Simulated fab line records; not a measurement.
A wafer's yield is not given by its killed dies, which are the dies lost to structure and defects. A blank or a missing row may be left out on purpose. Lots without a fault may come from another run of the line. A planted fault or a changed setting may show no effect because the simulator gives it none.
Chamber matching || flow sky130 || SKY_CONTACT_CMP_04 on cmp-01 has 4 sister chambers
The step polishes SiO2. 18 wafers are shown with their chamber, then 9 later ones without.

WAFERS, EACH WITH ITS CHAMBER
{"wafer": "L239.2", "chamber": 3, "motorCurrentA (A)": 15.9, "timeToEndpointS (s)": 81}
{"wafer": "L239.5", "chamber": 0, "motorCurrentA (A)": 14.3, "timeToEndpointS (s)": 91}
{"wafer": "L239.6", "chamber": 3, "motorCurrentA (A)": 15.5, "timeToEndpointS (s)": 84}
{"wafer": "L242.4", "chamber": 3, "motorCurrentA (A)": 15.5, "timeToEndpointS (s)": 80}
{"wafer": "L242.5", "chamber": 2, "motorCurrentA (A)": 11.6, "timeToEndpointS (s)": 87}
{"wafer": "L242.6", "chamber": 1, "motorCurrentA (A)": 11.9, "timeToEndpointS (s)": 77}
{"wafer": "L243.2", "chamber": 3, "motorCurrentA (A)": 16.4, "timeToEndpointS (s)": 73}
{"wafer": "L243.4", "chamber": 1, "motorCurrentA (A)": 11.2, "timeToEndpointS (s)": 78}
{"wafer": "L243.6", "chamber": 3, "motorCurrentA (A)": 15.1, "timeToEndpointS (s)": 79}
{"wafer": "L248.1", "chamber": 3, "motorCurrentA (A)": 16.1, "timeToEndpointS (s)": 72}
{"wafer": "L248.2", "chamber": 2, "motorCurrentA (A)": 10.9, "timeToEndpointS (s)": 87}
{"wafer": "L248.6", "chamber": 0, "motorCurrentA (A)": 13.9, "timeToEndpointS (s)": 76}
{"wafer": "L251.1", "chamber": 2, "motorCurrentA (A)": 11.0, "timeToEndpointS (s)": 88}
{"wafer": "L251.2", "chamber": 0, "motorCurrentA (A)": 13.3, "timeToEndpointS (s)": 82}
{"wafer": "L251.6", "chamber": 0, "motorCurrentA (A)": 13.4, "timeToEndpointS (s)": 79}
{"wafer": "L252.1", "chamber": 0, "motorCurrentA (A)": 14.3, "timeToEndpointS (s)": 83}
{"wafer": "L252.4", "chamber": 1, "motorCurrentA (A)": 11.8, "timeToEndpointS (s)": 81}
{"wafer": "L252.5", "chamber": 3, "motorCurrentA (A)": 14.9, "timeToEndpointS (s)": 80}

SIGNATURES (means of the wafers above)
{"reading": "motorCurrentA", "chamber 0": 13.840, "chamber 1": 11.633, "chamber 2": 11.167, "chamber 3": 15.629, "scatter within a chamber": 0.48}
{"reading": "timeToEndpointS", "chamber 0": 82.20, "chamber 1": 78.67, "chamber 2": 87.33, "chamber 3": 78.43, "scatter within a chamber": 4.22}
Rule: for a wafer and a chamber, the distance is found by dividing, reading by reading, the gap between the wafer's reading and the chamber's mean by the reading's scatter, squaring, summing and taking the root. If the next closest chamber is less than 2 further off than the closest, the wafer can't be placed; otherwise it belongs to the closest. The scatter: the root of (the sum of the squares of (reading less its chamber's mean) over the shown wafers, divided by (wafers less chambers)).

WAFERS WHOSE CHAMBER IS MISSING
{"wafer": "L254.2", "motorCurrentA (A)": 11.5, "timeToEndpointS (s)": 88}
{"wafer": "L254.4", "motorCurrentA (A)": 15.4, "timeToEndpointS (s)": 83}
{"wafer": "L254.6", "motorCurrentA (A)": 13.6, "timeToEndpointS (s)": 90}
{"wafer": "L256.1", "motorCurrentA (A)": 14.3, "timeToEndpointS (s)": 88}
{"wafer": "L256.4", "motorCurrentA (A)": 11.7, "timeToEndpointS (s)": 84}
{"wafer": "L256.5", "motorCurrentA (A)": 15.8, "timeToEndpointS (s)": 88}
{"wafer": "L257.1", "motorCurrentA (A)": 15.5, "timeToEndpointS (s)": 83}
{"wafer": "L257.3", "motorCurrentA (A)": 11.9, "timeToEndpointS (s)": 84}
{"wafer": "L257.6", "motorCurrentA (A)": 13.2, "timeToEndpointS (s)": 87}

CHAMBER TAKEN BY EACH
{"wafer": "L254.2", "from the rows above": "can't be placed: 2 or 1", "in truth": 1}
{"wafer": "L254.4", "from the rows above": 3, "in truth": 3}
{"wafer": "L254.6", "from the rows above": 0, "in truth": 0}
{"wafer": "L256.1", "from the rows above": "can't be placed: 0 or 3", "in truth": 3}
{"wafer": "L256.4", "from the rows above": "can't be placed: 1 or 2", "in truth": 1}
{"wafer": "L256.5", "from the rows above": 3, "in truth": 3}
{"wafer": "L257.1", "from the rows above": 3, "in truth": 3}
{"wafer": "L257.3", "from the rows above": "can't be placed: 1 or 2", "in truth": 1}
{"wafer": "L257.6", "from the rows above": 0, "in truth": 0}
Placed correctly: 5 of 9. These rows do not allow placing 4 (true chamber among the candidates in 4). Placed wrongly: 0.
